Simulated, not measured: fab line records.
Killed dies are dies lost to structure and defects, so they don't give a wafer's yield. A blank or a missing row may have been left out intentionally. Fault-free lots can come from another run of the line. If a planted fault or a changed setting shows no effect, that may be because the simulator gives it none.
Which tool is to blame? + flow sky130 + 6 lots, 18 wafers sampled, at 1 step of a route of 708

## WHAT EACH GAUGE READ, for each wafer
SKY_SONOS_ONO_OVL_MEAS_14.
| lot  | measured     | on         | SONOS_ONO_OVL (nm) |
|------|--------------|------------|--------------------|
| L827 | day 13 21:46 | overlay-02 | -1.4 -1.6 -1.0     |
| L830 | day 15 23:38 | overlay-01 | -0.6 -3.1 0.8      |
| L831 | day 16 00:25 | overlay-01 | 0.0 0.6 1.3        |
| L841 | day 18 13:26 | overlay-02 | 0.0 0.0 -0.6       |
| L843 | day 19 06:28 | overlay-01 | 0.3 1.4 0.0        |
| L846 | day 21 06:02 | overlay-02 | 0.4 -1.1 -0.2      |

## TOOL THAT RAN EACH LOT (tool first, then ch and the chambers of the sampled wafers, then the start)
Record: no process step prior to these readings.

## THE ANSWER, worked out from the rows above alone
Rule: the usual values come from the lots themselves. Put in order of their means at a reading, lots are off if they are a third of the lots or fewer, leave a main group of 4 or more, and stand apart from it by a gap of 3 or more times the standard deviation of the main group's means; of several such gaps the widest counts. The tables above print the reading to a certain number of digits; a main group whose means all agree to those digits is not used. A lot without any number at a reading at which 4 lots or more have one is off too. The other lots that the step has rows for count as sound.
None of the lots is off at any reading shown; this tells nothing.

## WHAT HAD BEEN PUT IN BY THE SIMULATOR
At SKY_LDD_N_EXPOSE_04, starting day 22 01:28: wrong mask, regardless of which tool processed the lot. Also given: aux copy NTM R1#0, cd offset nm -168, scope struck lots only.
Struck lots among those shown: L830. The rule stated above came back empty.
